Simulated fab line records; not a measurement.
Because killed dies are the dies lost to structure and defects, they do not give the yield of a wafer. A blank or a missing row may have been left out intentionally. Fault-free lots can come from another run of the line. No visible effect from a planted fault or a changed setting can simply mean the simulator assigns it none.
2 desks, one fault	flow gf180mcu	each desk has only its own numbers; what lay behind them comes last

## AT THE TOOL OWNER'S DESK: rie-diel-01
The tool's own readings at GF_V1_ETCH_16 (etches BARC in N2/H2): means of the sampled wafers that have a number, for each lot that ran on this tool. If a lot's mean is further than 4 standard deviations from the usual mean, the lot is out of limits and carries the mark OUT (the distance appears in the brackets).
Columns: A = drypump-motor-current-A at GF_V1_ETCH_16, usual 5.6 A; B = oes-product-au at GF_V1_ETCH_16, usual 0.855 a.u.; C = rf-fwd-power-W at GF_V1_ETCH_16, usual 495.4 W; D = throttle-valve-pct at GF_V1_ETCH_16, usual 13.225 %
lot	first seen here	A	B	C	D
L791	day 19 07:27	5.6	0.855	494.2	13.228
L795	day 20 17:29	5.6	0.856	495.7	13.221
L797	day 21 17:32	5.1	0.860	496.2	13.232
L801	day 23 04:02	6.0	0.849	574.2 (+46) OUT	13.229
L804	day 24 04:32	5.5	0.854	575.7 (+47) OUT	13.232
This desk's finding: out of limits on L801, L804; first on L801, day 23 04:02 (rf-fwd-power-W at GF_V1_ETCH_16). L791, L795, L797: within limits.

## THE METROLOGY DESK
Means of the sampled wafers that have a number, per lot and without regard to the tool the lot ran on: this is what the gauges read. If a lot's mean is further than 4 standard deviations from the usual mean, the lot is out of limits and carries the mark OUT (the distance appears in the brackets).
Columns: A = cd-nm at GF_V1_CD_MEAS_14, usual 259.9 nm; B = V1_W_RS at GF_V1_RS_MEAS_24, usual 0.329 ohm/sq
lot	first seen here	A	B
L789	day 18 15:19	259.5	0.327
L790	day 19 01:06	260.6	0.331
L791	day 19 07:19	258.0	0.324
L793	day 20 06:51	261.8	0.327
L795	day 20 17:22	261.7	0.327
L796	day 21 06:29	259.8	0.330
L797	day 21 17:25	260.6	0.330
L798	day 22 01:31	259.4	0.330
L801	day 23 03:53	258.7	0.332
L802	day 23 16:29	259.1	0.334
L804	day 24 04:22	260.4	0.330
L810	day 25 18:54	259.3	0.328
L811	day 26 04:53	259.9	0.328
Finding of this desk: none of the 13 lots has anything out of limits.

## BROUGHT TOGETHER
An alarm could have come from the tool owner's desk at day 23 04:02, on L801, L804.
At the metrology desk, nothing out of limits was observed.
The metrology desk holds a record of L801, L804, inside its limits.
The lots listed all ran GF_V1_ETCH_16 on rie-diel-01.

## WHAT THE SIMULATOR HAD PUT IN
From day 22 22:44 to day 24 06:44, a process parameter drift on rie-diel-01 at GF_V1_ETCH_16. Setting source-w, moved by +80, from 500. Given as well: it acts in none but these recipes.
Lots struck among those shown: L801, L804.
Time in hours from fault onset to the first out-of-limits reading at each desk: the tool owner's desk, 5.
